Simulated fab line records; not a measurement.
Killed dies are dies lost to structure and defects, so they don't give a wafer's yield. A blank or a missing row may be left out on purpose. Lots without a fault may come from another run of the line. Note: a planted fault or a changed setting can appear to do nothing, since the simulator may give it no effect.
A lot that was struck, set against a sound lot    flow sky130    36 steps out of a route of 708
Sound: wafers L596.2, L596.4, L596.6. Wafers struck: L617.1, L617.3, L617.6. The cause comes at the end.
For every step that has rows: the tool of each side, followed by ch and its chambers, followed by its first start. Under that, the readings that differ: sound wafers    struck wafers    difference of the means    sigmas: that difference in standard deviations of wafers without a fault.
alike: words and numbers the same on both sides, and readings whose means are apart by under 2 such deviations; not compared: readings that were withheld, readings missing a value for some wafer, numbers with overlapping values and no deviation given by the record, and bounds like >300 which may hide the same value.
Wherever a step has rows on one side only, a row that says differs or no value, or a row with sigmas, the two part there. Numbers that don't overlap but have no deviation are shown without sigmas and don't part them. A reading missing from all wafers of one side parts the sides only when that side holds two or more wafers.

first, 10 steps without rows for these wafers: SKY_POLY_CUT_ETCH_10 (etches BARC in N2/H2, stops on SiO2, time 45.9 s, target depth 60 nm); SKY_POLY_CUT_ETCH_11 (etches Si3N4 in CF4/CH2F2/Ar, stops on poly-Si, time 42.5 s, target depth 60 nm); SKY_POLY_CUT_STRIP_12 (strips in O2/N2); SKY_SD_P_DEHYDRATE_00 (time 60 s); SKY_SD_P_HMDS_01 (prime time 60 s); SKY_SD_P_COAT_02 (resist thk 1140 nm); SKY_SD_P_SOFTBAKE_03 (time 60 s); SKY_SD_P_EXPOSE_04 (exposes mask PSDM, target cd 380 nm); SKY_SD_P_PEB_05; SKY_SD_P_DEVELOP_06 (develop time 60 s).
SKY_SD_P_IMPLANT_09:
  sound on implanter-01 ch 0, day 26 05:15; struck on implanter-01 ch 0, day 32 19:31
  alike: end station pressure torr
SKY_SD_P_STRIP_10: strips in O2/N2.
  sound on plasma asher-02 ch 0,1, day 26 05:22; struck on plasma asher-02 ch 0,1, day 32 19:40
reading                       sound              struck             difference  sigmas
oes product au (a.u.)         0.617 0.620 0.622  0.587 0.592 0.594  -0.029      -6
strip time to endpoint s (s)  17.51 17.53 17.53  18.91 18.85 18.89  +1.36       +34
  alike: drypump motor current A
  not compared: rf hours counter h
SKY_SD_P_TW_MEAS_11:
  sound on film metro-01, day 26 05:29; struck on film metro-01, day 32 20:00
reading  sound           struck          difference  sigmas
SD_P_TW  2807 2779 2792  3063 3091 3080  +285        +11
then, 21 steps without rows for these wafers: SKY_RES_XHIGH_DEHYDRATE_00 (time 60 s); SKY_RES_XHIGH_HMDS_01 (prime time 60 s); SKY_RES_XHIGH_COAT_02 (resist thk 1140 nm); SKY_RES_XHIGH_SOFTBAKE_03 (time 60 s); SKY_RES_XHIGH_EXPOSE_04 (exposes mask URPM, target cd 1270 nm); SKY_RES_XHIGH_PEB_05; SKY_RES_XHIGH_DEVELOP_06 (develop time 60 s); SKY_RES_XHIGH_IMPLANT_07; SKY_RES_XHIGH_STRIP_08 (strips in O2/N2); SKY_SD_N_DEHYDRATE_00 (time 60 s); SKY_SD_N_HMDS_01 (prime time 60 s); SKY_SD_N_COAT_02 (resist thk 1140 nm); SKY_SD_N_SOFTBAKE_03 (time 60 s); SKY_SD_N_EXPOSE_04 (exposes mask NSDM, target cd 380 nm); SKY_SD_N_PEB_05; SKY_SD_N_DEVELOP_06 (develop time 60 s); SKY_SD_N_IMPLANT_09; SKY_SD_N_IMPLANT_10; SKY_SD_N_STRIP_11 (strips in O2/N2); SKY_SD_N_CLEAN_13 (cleans in SC1/SC2, time 150 s); SKY_SD_N_RTA_14 (time 2 s).
-- the record jumps here: 2 days lie between the struck wafers' starts before and after --
SKY_SD_N_RS_MEAS_17: a four-point-probe measurement.
  sound on film metro-04, day 28 16:40; struck on film metro-04, day 35 01:56
reading           sound              struck             difference  sigmas
SD_P_RS (ohm/sq)  147.3 147.5 147.5  138.6 138.6 138.5  -8.9        -25
-- a jump in the record: the struck wafers' starts before and after are 16 days apart (it breaks off in module SD_N and resumes in module PAD_OPEN, where the first step shown is number 708 of the route) --
SKY_PAD_OPEN_PROBE_99:
  sound on prober-02, day 46 08:07; struck on prober-01, day 50 17:12
reading                                 sound              struck             difference  sigmas
model.etest.res high po.line ohm um     743.4 768.7 761.6  516.6 522.8 513.5  -240.3      
model.etest.res pdiff.line ohm um       1394 1384 1404     1112 1114 1136     -273        
model.etest.licon high po.rc ohm        359.1 354.2 348.9  195.5 194.4 199.7  -157.5      
model.etest.pfet g5v0d10v5.r on ohm um  4732 4773 4748     4590 4607 4547     -170        
model.etest.licon pdiff.rc ohm          577.9 570.5 597.3  481.6 474.9 477    -104.1      
model.etest.res high po.rs ohm sq       262.9 268.4 262.7  179.6 184.1 179.3  -83.7       
model.etest.res pdiff hv.rs ohm sq      196 196 196.2      158.8 158.6 157.7  -37.7       
  alike: killed_at_M0_to_M3, killed_at_M4_up, killed at contacts, killed at front end, killed at other, killed dies, killed open, killed short
  not compared: model.etest.pfet_01v8.r on ohm um

## WHERE THEY PART
Earliest at SKY_SD_P_STRIP_10; latest, in this record, at SKY_SD_N_RS_MEAS_17. Later steps at which nothing parts them and some readings are alike: SKY_PAD_OPEN_PROBE_99.

WHY: what the simulator had put in
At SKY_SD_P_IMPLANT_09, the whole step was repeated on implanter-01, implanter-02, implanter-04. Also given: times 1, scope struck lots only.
